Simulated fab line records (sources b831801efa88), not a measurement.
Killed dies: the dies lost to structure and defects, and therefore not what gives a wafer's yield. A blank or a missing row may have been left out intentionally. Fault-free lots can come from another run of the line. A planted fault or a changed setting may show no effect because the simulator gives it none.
Problem report in the 8D (eight disciplines) form, filled by code ; flow sky130 ; the parts of the form that need people (team, actions taken, sign-off) are left out

== 1. WHAT IS WRONG ==
heater power total W at SKY_LDD_HVP_SOFTBAKE_03 reads a mean of 55.84 W on 6 wafers of 2 lots; wafers without a fault read 56.60 W with a standard deviation of 0.042. Relative to the usual mean, that is a shift of -18 standard deviations.
The step: time 60 s.
The first sign was on wafer L630.3 at day 24 17:02, on litho track-04. At this step, 39 wafers from 13 lots have a number in the record. Rule for "out" (also "out of limits"): further than 4 standard deviations from the usual mean. All remaining wafers that have a number are taken as sound.

== 2. WHAT IT IS AND WHAT IT IS NOT ==
question;is;is not
which readings at this step;heater power total W, plate temp C;-
which lots;L630, L631;L620, L622, L623, L626, L628, L633, L634, L636, L639, L642, L643
which wafers of those lots;all that have a number;-
read on which tools;litho track-04;litho track-01, litho track-02
when;from day 24 17:02;"up to then (15 sound wafers); but 18 sound wafers of L633, L634, L636, L639, L642, L643 came after"

== 3. SUSPECTS, AND WHAT RULES EACH OUT ==
Counting: a tool at any process step up to the reading remains a suspect when it ran all the lots that are out and ran no sound lot after the first of those.
- litho track-04 at SKY_LDD_HVP_SOFTBAKE_03 (time 60 s): ruled out as a lasting fault. After its first lot that is out, L630 (day 24 17:02), sound lots L643 ran on it.
Left after counting: nothing in the record.

== 4. THE CAUSE (what the simulator had put in) ==
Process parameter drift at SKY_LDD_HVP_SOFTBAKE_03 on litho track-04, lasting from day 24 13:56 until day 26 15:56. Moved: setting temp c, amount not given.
Counting ruled it out, wrongly.

== 5. THE CHAIN OF EFFECTS, in route order ==
One row per reading whose mean, taken over the struck wafers that have a number, lies over 3 standard deviations from the usual. Readings are gone through only where the record gives a usual standard deviation; hours: the median, over the lots, of the time from a lot's start at the first step in this table giving one to that lot's start at this step; sigmas: the change measured in usual standard deviations.
hours;step;reading;usual;on struck wafers;change;sigmas
0;SKY_LDD_HVP_SOFTBAKE_03;heater power total W;56.60 W;55.84;-0.76;-18
0;SKY_LDD_HVP_SOFTBAKE_03;plate temp C;89.98 C;89.25;-0.73;-5.6
Process steps it contains:
- SKY_LDD_HVP_SOFTBAKE_03: time 60 s.

== 6. HOW IT WOULD HAVE BEEN CAUGHT EARLIER ==
The fault began at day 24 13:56; the first out-of-limits reading in this record came at day 24 17:02, 3 hours later.
